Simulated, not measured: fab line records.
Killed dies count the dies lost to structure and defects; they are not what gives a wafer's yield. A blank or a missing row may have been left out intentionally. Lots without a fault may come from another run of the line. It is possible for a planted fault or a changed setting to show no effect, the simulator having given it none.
2 desks looking at one fault + flow gf180mcu + what lay behind the numbers comes last; until then each desk has only its own

## FOR THE TOOL OWNER'S DESK: litho_track-01
The tool's own readings at GF_VT_IMPLANT_DEVELOP_06 (develop time 60 s): means of the sampled wafers that have a number, for each lot that ran on this tool. Marked OUT: a lot whose mean sits more than 4 standard deviations from the usual mean, which makes it out of limits; the brackets give that distance.
Columns: A = chill_plate_temp_C at GF_VT_IMPLANT_DEVELOP_06, usual 22.99 C; B = resist_line_temp_C at GF_VT_IMPLANT_DEVELOP_06, usual 23.03 C
| lot  | first seen here | A     | B     |
|------|-----------------|-------|-------|
| L825 | day 5 20:33     | 23.02 | 22.92 |
| L836 | day 8 17:31     | 23.00 | 23.06 |
| L839 | day 9 14:39     | 23.15 | 23.01 |
| L841 | day 10 00:48    | 23.01 | 23.28 |
| L842 | day 10 05:15    | 22.93 | 23.08 |
| L843 | day 10 12:58    | 23.09 | 23.04 |
Finding of this desk: none of the 6 lots has anything out of limits.

## METROLOGY DESK
Means of the sampled wafers that have a number, per lot and without regard to the tool the lot ran on: this is what the gauges read. Marked OUT: a lot whose mean sits more than 4 standard deviations from the usual mean, which makes it out of limits; the brackets give that distance.
Columns: A = VT_IMPLANT_TW at GF_VT_IMPLANT_TW_MEAS_10, usual 561; B = NSD_OVL at GF_NSD_OVL_MEAS_08, usual -0.6 nm
| lot  | first seen here | A                    | B    |
|------|-----------------|----------------------|------|
| L824 | day 5 15:10     | 557                  | -0.4 |
| L825 | day 5 20:58     | 565                  | -0.0 |
| L827 | day 6 08:43     | 560                  | 1.2  |
| L829 | day 6 22:20     | 563                  | 0.1  |
| L831 | day 7 11:40     | 558                  | 0.2  |
| L833 | day 7 23:25     | 572                  | -2.1 |
| L835 | day 8 14:16     | 562                  | -1.4 |
| L836 | day 8 17:58     | 564                  | 0.2  |
| L837 | day 8 23:41     | 558                  | -1.5 |
| L839 | day 9 15:04     | 558                  | -0.3 |
| L840 | day 9 17:59     | 556                  | -0.9 |
| L841 | day 10 01:13    | 555                  | 0.9  |
| L842 | day 10 05:40    | 30 (-99 or more) OUT | -    |
| L843 | day 10 13:25    | 30 (-99 or more) OUT | -    |
Per this desk, out of limits: L842, L843; the first was L842, day 10 05:40 (VT_IMPLANT_TW at GF_VT_IMPLANT_TW_MEAS_10). L824, L825, L827, L829, L831, L833, L835, L836, L837, L839, L840, L841 stayed within limits.

## ALL TOGETHER
Metrology desk: alarm possible at day 10 05:40 on L842, L843.
The desk of the tool owner found nothing out of limits.
Tool owner's desk: L842, L843 on record, inside its limits.
On litho_track-01, each named lot ran GF_VT_IMPLANT_DEVELOP_06.

## WHAT THE SIMULATOR HAD PUT IN
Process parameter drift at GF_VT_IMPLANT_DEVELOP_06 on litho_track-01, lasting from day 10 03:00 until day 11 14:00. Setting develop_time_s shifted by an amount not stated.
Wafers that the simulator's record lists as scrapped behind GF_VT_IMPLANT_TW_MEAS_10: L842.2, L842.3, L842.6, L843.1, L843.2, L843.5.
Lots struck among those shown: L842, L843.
Per desk, hours elapsed from the start of the fault to the first reading out of limits: for the metrology desk, 3.
